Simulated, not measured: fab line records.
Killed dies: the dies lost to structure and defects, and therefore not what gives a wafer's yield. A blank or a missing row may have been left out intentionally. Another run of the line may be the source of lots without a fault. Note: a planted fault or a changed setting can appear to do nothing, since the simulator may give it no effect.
2 desks looking at one fault -- flow sky130 -- only its own numbers are on each desk; what lay behind them is given at the end

## AT THE METROLOGY DESK
Means of the sampled wafers that have a number, per lot and without regard to the tool the lot ran on: this is what the gauges read. A lot is out of limits, marked OUT, if its mean lies more than 4 standard deviations from the usual mean; the brackets give that distance.
Columns: A = cdNm at SKY_VT_ADJUST_HVTP_CD_MEAS_07, usual 379.8 nm; B = LI_CONTACT_BOW at SKY_LI_CONTACT_BOW_MEAS_03, usual 55 um
lot,first seen here,A,B
L591,day 6 12:37,378.4,58
L592,day 6 20:00,380.6,52
L593,day 7 02:02,380.9,48
L594,day 7 06:14,383.2,63
L598,day 8 20:13,381.0,57
L599,day 9 04:55,381.7,56
L604,day 10 01:13,379.3,55
L605,day 10 07:25,381.5,62
L608,day 11 02:10,382.0,62
L609,day 11 10:08,375.4,57
L612,day 12 02:16,380.0,58
L613,day 12 11:43,378.3,45
This desk's finding: nothing out of limits on any of the 12 lots.

## FOR THE TOOL OWNER'S DESK: rieDiel-03
The tool's own readings at SKY_POLY_CUT_ETCH_10 (etches BARC in N2/H2, stops on SiO2, time 45.9 s, target depth 60 nm): means of the sampled wafers that have a number, for each lot that ran on this tool. A lot is out of limits, marked OUT, if its mean lies more than 4 standard deviations from the usual mean; the brackets give that distance.
Columns: A = drypumpMotorCurrentA at SKY_POLY_CUT_ETCH_10, usual 5.7 A; B = oesProductAu at SKY_POLY_CUT_ETCH_10, usual 0.855 a.u.; C = runLengthS at SKY_POLY_CUT_ETCH_10, usual 74.3 s; D = throttleValvePct at SKY_POLY_CUT_ETCH_10, usual 13.225 %
lot,first seen here,A,B,C,D
L591,day 25 01:32,6.1,0.856,74.2,13.218
L594,day 26 04:21,6.3,0.854,74.8,13.231
L598,day 28 09:36,5.7,0.855,74.5,13.223
L604,day 29 18:00,5.7,0.832 (-4.7) OUT,76.8 (+5.5) OUT,13.231
L605,day 30 03:12,5.9,0.825 (-6.3) OUT,76.6 (+5.0) OUT,13.222
Finding of this desk: L604, L605 out of limits; the first was L604 at day 29 18:00, on oesProductAu at SKY_POLY_CUT_ETCH_10. L591, L594, L598 stayed within limits.

## PUT TOGETHER
At day 29 18:00, on L604, L605, the tool owner's desk was in a position to raise an alarm.
Nothing out of limits was seen by the metrology desk.
The metrology desk holds a record of L604, L605, inside its limits.
SKY_POLY_CUT_ETCH_10 was run on rieDiel-03 by each of the lots named.

## WHAT THE SIMULATOR HAD INSERTED
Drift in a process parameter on rieDiel-03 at SKY_POLY_CUT_ETCH_10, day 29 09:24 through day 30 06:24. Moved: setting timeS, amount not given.
Struck lots among those shown: L604, L605.
How many hours passed from the start of the fault until each desk's first out-of-limits reading: the tool owner's desk, 9.
